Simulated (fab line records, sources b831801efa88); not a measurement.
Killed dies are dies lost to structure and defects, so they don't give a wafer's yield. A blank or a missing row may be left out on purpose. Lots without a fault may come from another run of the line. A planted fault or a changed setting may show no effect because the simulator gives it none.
Problem report in the 8D (eight disciplines) form, filled by code | flow gf180mcu | the parts of the form that need people (team, actions taken, sign-off) are left out

1. THE PROBLEM
rf_fwd_power_W at GF_POLY_GATE_ETCH_13 reads a mean of 332.3 W on 6 wafers of 2 lots; wafers without a fault read 397.0 W with a standard deviation of 1.5. That is -43 standard deviations from the usual mean.
The step: etches poly-Si in HBr/Cl2, stops on SiO2, target depth 198.5 nm, time 69.6 s.
First seen on wafer L968.3, day 14 06:07, on rie_si-01. The record holds 42 wafers of 14 lots with a number at this step. Rule for "out", or "out of limits": more than 4 standard deviations from the usual mean. The other wafers with a number count as sound.

2. WHAT IT IS AND WHAT IT IS NOT
question                    | is                             | is not
which readings at this step | rf_fwd_power_W, oes_product_au | drypump_motor_current_A
which lots                  | L968, L969                     | L951, L952, L954, L955, L956, L957, L958, L959, L960, L961, L962, L973
which wafers of those lots  | all that have a number         | -
read on which tools         | rie_si-01                      | rie_si-02
when                        | from day 14 06:07              | up to then (33 sound wafers); but 3 sound wafers of L973 came after

3. SUSPECTS, AND WHAT RULES EACH OUT
Counting: a tool at a process step up to the reading stays a suspect if it ran every lot that is out and no sound lot after the first of them.
- rie_si-01 at GF_POLY_GATE_ETCH_13 (etches poly-Si in HBr/Cl2, stops on SiO2, target depth 198.5 nm, time 69.6 s): kept. It ran every lot that is out, first L968 (day 14 06:07), and no sound lot after that; its last sound lot up to then is L962 (day 12 11:46). Its own readings are out on those wafers: oes_product_au, rf_fwd_power_W.
Left after counting: rie_si-01 at GF_POLY_GATE_ETCH_13.

4. THE CAUSE (what the simulator had put in)
Process parameter drift: rie_si-01, from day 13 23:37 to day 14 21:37, at GF_POLY_GATE_ETCH_13. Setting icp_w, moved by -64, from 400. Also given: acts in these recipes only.
Counting left only this tool.

5. THE CHAIN OF EFFECTS, in route order
Each row: a reading whose mean over the struck wafers that have a number lies more than 3 standard deviations from the usual. Only readings for which the record gives a usual standard deviation are gone through. hours: the time from each lot's start at the first step in this table that gives one to its start at this step, as a median over the lots. sigmas: the change in usual standard deviations.
hours | step                 | reading        | usual      | on struck wafers | change | sigmas
0     | GF_POLY_GATE_ETCH_13 | oes_product_au | 0.987 a.u. | 0.942            | -0.045 | -6.8
0     | GF_POLY_GATE_ETCH_13 | rf_fwd_power_W | 397.0 W    | 332.3            | -64.7  | -43
The process steps in it:
- GF_POLY_GATE_ETCH_13: etches poly-Si in HBr/Cl2, stops on SiO2, target depth 198.5 nm, time 69.6 s.
Later measuring or inspecting steps at which every struck wafer that the step has a row for has a number for every such reading, and none has moved that far: GF_HV_LDD_TW_MEAS_50.

6. WHAT WOULD HAVE CAUGHT IT SOONER
In this record the first reading out of limits was taken at day 14 06:07, 6 hours after the fault began at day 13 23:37.
